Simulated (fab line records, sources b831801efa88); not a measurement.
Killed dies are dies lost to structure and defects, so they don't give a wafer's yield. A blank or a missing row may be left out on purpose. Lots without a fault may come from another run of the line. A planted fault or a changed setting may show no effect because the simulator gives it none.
Which tool did it? | flow gf180mcu | 12 lots, 36 wafers sampled, at 2 steps of a route of 602

WHAT THE GAUGES READ, wafer by wafer
GF_M4_CD_MEAS_14: target cd 280 nm. Usual: cd_nm 280.0 nm, standard deviation 1.2.
lot  | measured     | on        | cd_nm (nm)        | flag
L302 | day 23 12:15 | cd_sem-01 | 281.0 281.7 281.3 |
L303 | day 24 01:48 | cd_sem-02 | 283.0 282.2 281.1 |
L305 | day 25 00:21 | cd_sem-02 | 279.0 279.2 278.5 |
L309 | day 26 09:04 | cd_sem-01 | 279.8 280.9 279.5 |
L310 | day 26 12:57 | cd_sem-01 | 279.8 280.2 279.7 |
L313 | day 27 10:41 | cd_sem-02 | 279.8 280.8 280.2 |
L315 | day 28 02:56 | cd_sem-02 | 279.2 279.8 280.3 |
L316 | day 28 08:23 | cd_sem-01 | 278.5 278.0 277.6 |
L317 | day 28 17:20 | cd_sem-02 | 278.6 279.9 279.3 |
L322 | day 30 03:17 | cd_sem-02 | 279.7 280.7 281.1 |
L323 | day 30 07:31 | cd_sem-02 | 278.8 278.5 279.2 |
L324 | day 30 10:26 | cd_sem-01 | 278.6 278.3 279.5 |

GF_V4_THK_MEAS_01. Usual: V4_CVD_00_THK 600 nm, standard deviation 4.7.
lot  | measured     | on            | V4_CVD_00_THK (nm) | flag
L302 | day 23 13:09 | film_metro-03 | 600 597 594        |
L303 | day 24 02:42 | film_metro-04 | 603 604 601        |
L305 | day 25 01:24 | film_metro-03 | 596 595 600        |
L309 | day 26 09:57 | film_metro-03 | 594 604 601        |
L310 | day 26 13:50 | film_metro-02 | 602 605 598        |
L313 | day 27 11:34 | film_metro-03 | 607 606 601        |
L315 | day 28 03:49 | film_metro-04 | 603 604 597        |
L316 | day 28 09:19 | film_metro-02 | 591 598 599        |
L317 | day 28 18:14 | film_metro-02 | 593 592 596        |
L322 | day 30 04:16 | film_metro-03 | 598 607 603        |
L323 | day 30 08:26 | film_metro-02 | 597 605 603        |
L324 | day 30 11:20 | film_metro-03 | 595 603 595        |

WHICH TOOL RAN EACH LOT (tool, then ch and the chambers of the sampled wafers, then the start)
The record holds no process step before these readings.

WHAT THE TOOLS THEMSELVES READ (means of the sampled wafers that have a number; where no wafer has one, the mark that the record gives instead)
The record holds no such reading with a usual standard deviation.

THE ANSWER, worked out from the rows above alone
Rule: a lot is off if the mean of its wafers that have a number lies more than 3 standard deviations from the usual mean. A lot without any number at a reading at which 4 lots or more have one is off too. The other lots that the step has rows for count as sound. The gauges are gone through in route order, then the tools' own readings, and for those a lot's mean is taken as printed above. The first step at which some lot is off is used, and at that step the reading that is off furthest; a lot without a number counts as furthest.
No lot is off at any reading shown: from this, nothing can be told.

WHAT THE SIMULATOR HAD PUT IN
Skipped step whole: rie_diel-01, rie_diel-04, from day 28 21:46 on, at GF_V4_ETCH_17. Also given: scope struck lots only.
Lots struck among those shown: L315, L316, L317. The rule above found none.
